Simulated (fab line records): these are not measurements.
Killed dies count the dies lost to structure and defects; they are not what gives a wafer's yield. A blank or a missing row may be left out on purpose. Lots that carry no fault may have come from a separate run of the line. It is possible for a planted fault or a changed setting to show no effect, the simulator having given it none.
fab line records | flow sky130
[record] lots = 5 | wafers = 15 | lastDay = 50
route steps=708 shown SPACER@305 POLY_CUT@307 PAD_OPEN@708
lots that met no fault: from a run of the same line without faults
startH: hours from the record's first day to the start of the lot's first wafer shown | waitH: hours since the lot's step before | " repeats the value in the row above | L1.1+2: a single row standing in for several wafers | - no value, or no start was given | * or withheld: withheld | < > ~ a bound
route shown NAME@n: NAME is a module with steps in the file, n the number in the route of the first one | usual: average and standard deviation across the fault-free wafers | same: alike in all rows | chamber/n: place in a boat | sites: the reading at each site | _std_site: their standard deviation | _edge_site: inner sites' mean taken away from outer sites' mean | radiusMm: for every site, how far away it sits from the centre of the wafer | mask NAME#n: copy n | behind: the tool/chamber that last shaped the wafer | hold: what put the lot on hold/how long, in hours/how the hold closed | device: transistor that didn't switch, given as n, p or np | end of line: the same wafers' tests at the end of the route | step lacking rows: just its recipe | killed: the dies lost at the first sort to structure and to defects; this is not the yield of the wafer | map: per-die view of a wafer (x killed, . not killed, _ where there is no die)
set.NAME: setting as actually run; set.NAME@STEP: the setting as run at that earlier step | model.NAME: the simulator's own value behind a step, which no gauge read
lots at selected steps of the route; one table per step, one row per wafer
services: when a tool's chamber went out of use (startH, in hours from the record's first day, below 0 if earlier), for how many hours, and the reason
[[steps]]
[step SKY_SPACER_THK_MEAS_01]
[recipe] reads = Si3N4_of_SPACER_CVD_00
[usual] SPACER_CVD_00_THK = 43.2/0.52
lot.wafer | tool         | chamber | startH | waitH | SPACER_CVD_00_THK[nm]
L529.1    | filmMetro-02 | -       | 556.38 | 0.0   | 42.7
L529.3    | "            | -       | "      | "     | 42.8
L529.6    | "            | -       | "      | "     | 42.3
L537.1    | filmMetro-01 | -       | 622.39 | 0.0   | 42.2
L537.5    | "            | -       | "      | "     | 41.8
L537.6    | "            | -       | "      | "     | 42.1
L536.3    | filmMetro-04 | -       | 622.41 | 0.0   | 43.4
L536.4    | "            | -       | "      | "     | 43.5
L536.5    | "            | -       | "      | "     | 43.3
L539.2    | filmMetro-04 | -       | 644.86 | 0.0   | 43.6
L539.4    | "            | -       | "      | "     | 43.9
L539.5    | "            | -       | "      | "     | 43.8
L545.2    | filmMetro-01 | -       | 698.94 | 0.0   | 42.9
L545.3    | "            | -       | "      | "     | 43.5
L545.4    | "            | -       | "      | "     | 43.3
[step SKY_SPACER_ETCHBACK_02]
[recipe] chemistry = CH3F/O2 | target = Si3N4 | stopOn = SiO2 | sourceW = 400 | biasW = 80 | pressureMtorr = 25 | ch3fFlowSccm = 40 | O2_flow_sccm = 30 | timeS = 46.7 | targetDepthA = 450
[usual] biasW = 79.97/0.23 | ch3fFlowSccm = 40.01/0.11 | drypumpMotorCurrentA = 5.8/0.52 | oesProductAu = 0.857/0.0076 | throttleValvePct = 10.563/0.0093
lot.wafer | tool       | chamber | startH | waitH | biasW | ch3fFlowSccm | drypumpMotorCurrentA | oesProductAu | rfHoursCounterH | throttleValvePct
L529.1    | rieDiel-02 | 3       | 556.44 | 0.1   | 79.80 | 39.94        | 4.8                  | 0.852        | 1               | 10.565
L529.3    | "          | 0       | "      | "     | 79.98 | 39.96        | 5.9                  | 0.851        | 14              | 10.545
L529.6    | "          | 0       | "      | "     | 80.02 | 40.14        | 5.9                  | 0.848        | -               | 10.552
L536.3    | rieDiel-01 | 2       | 622.45 | 0.0   | 79.99 | 40.13        | 5.8                  | 0.864        | 13              | 10.561
L536.4    | "          | 3       | "      | "     | 79.38 | 39.91        | 5.2                  | 0.853        | 0               | 10.547
L536.5    | "          | 3       | "      | "     | 80.03 | 39.92        | 5.3                  | 0.856        | -               | 10.583
L537.1    | rieDiel-03 | 1       | 622.45 | 0.1   | 79.67 | 40.07        | 5.6                  | 0.849        | 56              | 10.566
L537.5    | "          | 3       | "      | "     | 80.24 | 39.98        | 6.6                  | 0.840        | -               | 10.574
L537.6    | "          | 0       | "      | "     | 80.14 | 40.22        | 6.5                  | 0.836        | -               | 10.575
L539.2    | rieDiel-02 | 0       | 644.91 | 0.0   | 80.16 | 40.04        | 5.9                  | 0.861        | 16              | 10.561
L539.4    | "          | 2       | "      | "     | 80.08 | 40.13        | 6.3                  | 0.857        | 0               | 10.566
L539.5    | "          | 0       | "      | "     | 79.93 | 40.06        | 5.9                  | 0.858        | -               | 10.564
L545.2    | rieDiel-01 | 2       | 698.99 | 0.0   | 80.23 | 40.01        | 5.8                  | 0.853        | 14              | 10.568
L545.3    | "          | 1       | "      | "     | 79.85 | 39.97        | 5.6                  | 0.862        | 19              | 10.556
L545.4    | "          | 0       | "      | "     | 79.82 | 40.25        | 5.4                  | 0.853        | 11              | 10.561
[step SKY_POLY_CUT_DEHYDRATE_00]
[recipe] tempC = 200 | timeS = 60
[step SKY_POLY_CUT_HMDS_01]
[recipe] primeTimeS = 60 | primeTempC = 120
[step SKY_POLY_CUT_COAT_02]
[recipe] resist = BARC | tempC = withheld | timeS = withheld | spinRpm = 3000 | resistThkNm = 60
[step SKY_POLY_CUT_COAT_03]
[recipe] resist = KrF-thick | spinRpm = 3000 | resistThkNm = 450
[step SKY_POLY_CUT_SOFTBAKE_04]
[recipe] tempC = 100 | timeS = 90 | resist = KrF-thick
[step SKY_POLY_CUT_EXPOSE_05]
[recipe] maskId = NPCM | na = 0.8 | sourceShape = annular | sigmaInner = 0.55 | sigmaOuter = 0.85 | targetCdNm = 270 | doseMj = 32
[step SKY_POLY_CUT_PEB_06]
[recipe] pebTempC = withheld | pebTimeS = withheld | resist = KrF-thick
[step SKY_POLY_CUT_DEVELOP_07]
[recipe] developTimeS = 60 | resist = KrF-thick | devTempC = 21
[step SKY_POLY_CUT_CD_MEAS_08]
[recipe] targetCdNm = 270
[usual] cdNm = 269.7/1.5
lot.wafer | tool     | chamber | startH | waitH | cdNm
L529.1    | cdSem-01 | -       | 586.57 | -     | 270.8
L529.3    | "        | -       | "      | "     | 270.7
L529.6    | "        | -       | "      | "     | 271.7
L537.1    | cdSem-01 | -       | 650.38 | -     | 271.8
L537.5    | "        | -       | "      | "     | 270.9
L537.6    | "        | -       | "      | "     | 272.0
L536.3    | cdSem-02 | -       | 651.07 | -     | 268.0
L536.4    | "        | -       | "      | "     | 268.3
L536.5    | "        | -       | "      | "     | 269.1
L539.2    | cdSem-01 | -       | 673.54 | -     | 270.4
L539.4    | "        | -       | "      | "     | 270.3
L539.5    | "        | -       | "      | "     | 271.5
L545.2    | cdSem-02 | -       | 726.35 | -     | 269.9
L545.3    | "        | -       | "      | "     | 269.6
L545.4    | "        | -       | "      | "     | 270.4
[step SKY_POLY_CUT_OVL_MEAS_09]
[usual] POLY_CUT_OVL = 0/4.4
lot.wafer | tool       | chamber | startH | waitH | POLY_CUT_OVL[nm]
L529.1    | overlay-01 | -       | 586.69 | 0.1   | 0
L529.3    | "          | -       | "      | "     | 2
L529.6    | "          | -       | "      | "     | 0
L537.1    | overlay-02 | -       | 650.50 | 0.1   | 1
L537.5    | "          | -       | "      | "     | 8
L537.6    | "          | -       | "      | "     | 5
L536.3    | overlay-02 | -       | 651.16 | 0.1   | -2
L536.4    | "          | -       | "      | "     | -4
L536.5    | "          | -       | "      | "     | 6
L539.2    | overlay-01 | -       | 673.64 | 0.1   | -3
L539.4    | "          | -       | "      | "     | -6
L539.5    | "          | -       | "      | "     | -3
L545.2    | overlay-02 | -       | 726.46 | 0.1   | -4
L545.3    | "          | -       | "      | "     | -5
L545.4    | "          | -       | "      | "     | 2
[step SKY_POLY_CUT_ETCH_10]
[recipe] chemistry = N2/H2 | target = BARC | ionEnergyEv = 200 | sourceW = 500 | biasW = 100 | pressureMtorr = 30 | n2FlowSccm = 100 | h2FlowSccm = 200 | stopOn = SiO2 | timeS = 45.9 | targetDepthA = 600
[usual] biasW = 100.01/0.29 | drypumpMotorCurrentA = 5.8/0.44 | n2FlowSccm = 100.01/0.3 | oesProductAu = 0.854/0.0049 | throttleValvePct = 13.225/0.0091
lot.wafer | tool       | chamber | startH | waitH | biasW  | drypumpMotorCurrentA | n2FlowSccm | oesProductAu | rfHoursCounterH | throttleValvePct | model.KrF-thick_of_POLY_CUT_COAT_03.thkNm
L529.1    | rieDiel-01 | 1       | 586.72 | 0.0   | 99.95  | 5.6                  | 99.82      | 0.858        | 17              | 13.213           | 409.3
L529.3    | "          | 0       | "      | "     | 99.83  | 5.4                  | 100.21     | 0.849        | 9               | 13.218           | 408.7
L529.6    | "          | 0       | "      | "     | 99.80  | 5.4                  | 99.93      | 0.857        | -               | 13.227           | 407.6
L537.1    | rieDiel-01 | 2       | 650.54 | 0.0   | 100.19 | 5.9                  | 99.67      | 0.857        | 13              | 13.229           | 410
L537.5    | "          | 0       | "      | "     | 99.95  | 5.4                  | 100.54     | 0.850        | -               | 13.224           | 408.1
L537.6    | "          | 3       | "      | "     | 99.78  | 5.2                  | 99.67      | 0.861        | -               | 13.226           | 407.6
L536.3    | rieDiel-04 | 1       | 651.19 | 0.0   | 100.06 | 6.3                  | 100.09     | 0.850        | 6               | 13.237           | 406
L536.4    | "          | 2       | "      | "     | 99.98  | 6.4                  | 99.62      | 0.851        | 6               | 13.207           | 407.7
L536.5    | "          | 1       | "      | "     | 100.74 | 6.3                  | 100.03     | 0.854        | -               | 13.229           | 405.7
L539.2    | rieDiel-04 | 3       | 673.67 | 0.0   | 99.97  | 6.1                  | 99.54      | 0.859        | 5               | 13.227           | 405.7
L539.4    | "          | 1       | "      | "     | 100.03 | 6.3                  | 99.65      | 0.861        | 7               | 13.203           | 406.1
L539.5    | "          | 0       | "      | "     | 100.52 | 5.0                  | 99.81      | 0.855        | -               | 13.225           | 406.4
L545.2    | rieDiel-01 | 1       | 726.49 | 0.0   | 99.77  | 5.6                  | 100.07     | 0.859        | 20              | 13.232           | 411.5
L545.3    | "          | 0       | "      | "     | 99.81  | 5.4                  | 99.87      | 0.861        | 12              | 13.219           | 410.4
L545.4    | "          | 3       | "      | "     | 100.26 | 5.3                  | 100.03     | 0.857        | 3               | 13.235           | 409.6
[step SKY_POLY_CUT_ETCH_11]
[recipe] target = Si3N4 | chemistry = CF4/CH2F2/Ar | stopOn = poly-Si | sourceW = 600 | biasW = 150 | pressureMtorr = 40 | cf4FlowSccm = 40 | ch2f2FlowSccm = 20 | Ar_flow_sccm = 150 | timeS = 42.5 | targetDepthA = 600
[usual] biasW = 150.0/0.48 | cf4FlowSccm = 40.00/0.13 | drypumpMotorCurrentA = 5.8/0.44 | oesProductAu = 0.833/0.0069 | throttleValvePct = 14.995/0.0084
lot.wafer | tool       | chamber | startH | waitH | biasW | cf4FlowSccm | drypumpMotorCurrentA | oesProductAu | rfHoursCounterH | throttleValvePct
L529.1    | rieDiel-01 | 1       | 586.76 | 0.0   | 151.4 | 39.88       | 5.6                  | 0.825        | 17              | 14.983
L529.3    | "          | 0       | "      | "     | 149.8 | 39.94       | 5.5                  | 0.830        | 9               | 15.001
L529.6    | "          | 0       | "      | "     | 149.8 | 40.09       | 5.4                  | 0.833        | -               | 15.002
L537.1    | rieDiel-01 | 2       | 650.58 | 0.0   | 149.9 | 40.01       | 5.8                  | 0.824        | 14              | 14.992
L537.5    | "          | 0       | "      | "     | 150.4 | 40.16       | 5.4                  | 0.820        | -               | 14.995
L537.6    | "          | 3       | "      | "     | 149.0 | 39.96       | 5.3                  | 0.825        | -               | 14.984
L536.3    | rieDiel-04 | 1       | 651.23 | 0.0   | 149.7 | 40.05       | 6.3                  | 0.850        | 6               | 14.994
L536.4    | "          | 2       | "      | "     | 149.0 | 39.96       | 6.4                  | 0.828        | 6               | 14.997
L536.5    | "          | 1       | "      | "     | 150.5 | 40.15       | 6.3                  | 0.832        | -               | 15.008
L539.2    | rieDiel-04 | 3       | 673.71 | 0.0   | 149.9 | 40.13       | 6.1                  | 0.829        | 5               | 14.990
L539.4    | "          | 1       | "      | "     | 149.2 | 40.26       | 6.3                  | 0.833        | 7               | 14.985
L539.5    | "          | 0       | "      | "     | 149.5 | 40.08       | 5.0                  | 0.833        | -               | 15.006
L545.2    | rieDiel-01 | 1       | 726.53 | 0.0   | 149.7 | 39.99       | 5.6                  | 0.820        | 20              | 15.000
L545.3    | "          | 0       | "      | "     | 149.5 | 40.09       | 5.4                  | 0.838        | 12              | 14.987
L545.4    | "          | 3       | "      | "     | 150.3 | 40.11       | 5.2                  | 0.825        | 3               | 15.003
[step SKY_PAD_OPEN_PROBE_99]
[usual] killed_at_M0_to_M3 = 43/6.3 | killed_at_M4_up = 3.3/1.7 | killedAtContacts = 24/5.4 | killedAtFrontEnd = 16/4.6 | killedAtOther = 0.4/0.7 | killedDies = 87/9.4 | killedOpen = 47/6.9 | killedShort = 39/6.1
[same] grossDies = 492 | killedAtBackSide = 0
lot.wafer | tool      | chamber | startH  | waitH | killed_at_M0_to_M3 | killed_at_M4_up | killedAtContacts | killedAtFrontEnd | killedAtOther | killedDies | killedOpen | killedShort
L539.2    | prober-02 | -       | 1156.90 | 0.1   | 43                 | 4               | 26               | 16               | 1             | 90         | 40         | 46
L539.4    | prober-02 | -       | 1157.00 | 0.2   | 40                 | 4               | 36               | 18               | 0             | 98         | 56         | 41
L539.5    | prober-02 | -       | 1157.05 | 0.2   | 45                 | 4               | 32               | 13               | 0             | 94         | 56         | 36
// killed by level:class
L539.2 CONTACT:geometricParticle:open=9 VIA1:geometricParticle:open=9 METAL1:geometricParticle:short=7 LI_CONTACT:geometricParticle:open=6 CONTACT:geometricParticle:short=5 VIA3:geometricParticle:open=5 VIA1:geometricParticle:short=5 METAL2:geometricParticle:short=5
L539.4 LI_CONTACT:geometricParticle:open=15 CONTACT:geometricParticle:open=10 VIA1:geometricParticle:open=10 CONTACT:geometricParticle:short=7 METAL1:geometricParticle:short=5 VIA1:geometricParticle:short=5 METAL3:geometricParticle:short=5 VIA3:geometricParticle:open=5
L539.5 CONTACT:geometricParticle:open=13 VIA3:geometricParticle:open=11 VIA1:geometricParticle:open=10 METAL2:geometricParticle:short=7 LI_CONTACT:geometricParticle:open=7 VIA2:geometricParticle:open=6 LOCAL_INTERCONNECT:geometricParticle:short=5 METAL3:geometricParticle:short=5
[[services]]
tool       | chamber | startH | hours | kind
rieDiel-01 | 0       | 533.18 | 7.6   | repair
rieDiel-04 | -       | 539.78 | 14.6  | pm
rieDiel-02 | 0       | 541.88 | 8.6   | repair
rieDiel-01 | 3       | 542.83 | 28.9  | repair
rieDiel-01 | 2       | 558.36 | 4.7   | repair
rieDiel-01 | -       | 565.45 | 2.8   | pm
rieDiel-01 | 3       | 571.75 | -     | clean
rieDiel-01 | 3       | 571.75 | 21.5  | scheduledDown
rieDiel-01 | 3       | 571.75 | 21.5  | ventCycle
rieDiel-04 | 3       | 602.02 | 8.6   | repair
rieDiel-04 | 2       | 603.23 | 4.2   | repair
rieDiel-02 | 2       | 616.65 | -     | clean
rieDiel-02 | 2       | 616.65 | 19.7  | scheduledDown
rieDiel-02 | 2       | 616.65 | 19.7  | ventCycle
rieDiel-03 | 3       | 635.88 | 10.3  | repair
rieDiel-01 | 3       | 636.98 | 7.7   | repair
rieDiel-01 | 0       | 658.97 | 3.0   | repair
rieDiel-02 | 0       | 659.88 | 12.3  | repair
rieDiel-01 | -       | 663.97 | 15.6  | pm
rieDiel-03 | 1       | 673.78 | -     | clean
rieDiel-03 | 1       | 673.78 | 16.0  | scheduledDown
rieDiel-03 | 0       | 704.40 | 7.7   | repair
rieDiel-02 | 2       | 717.02 | 16.7  | repair
rieDiel-01 | 3       | 718.70 | 6.3   | repair
[[key]]
firstSign none at tools or gauges
[modelEffect] step = SKY_POLY_CUT_ETCH_10 | value = KrF-thick_of_POLY_CUT_COAT_03.thkNm | without = 405.8 | struck = 410.5
metAt SKY_POLY_CUT_ETCH_10
struckWafers L545.2,L545.3,L545.4
testerLeftOut L545
onsetBetween 650.54 726.49
alsoFits time
[fault] kind = processParameterDrift | tool = rieDiel-01 | chamber = - | onsetH = 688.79 | steps = SKY_POLY_CUT_ETCH_10 | channel = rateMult | offset = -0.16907 | shape = step | endH = 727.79
// testerLeftOut: of these lots the tester's yield and bins aren't shown, on N5 and GAA mostly nor the transistor test; their killed dies are dies lost to structure and defects alone, not to doping, threshold or leakage, so they don't give the yield
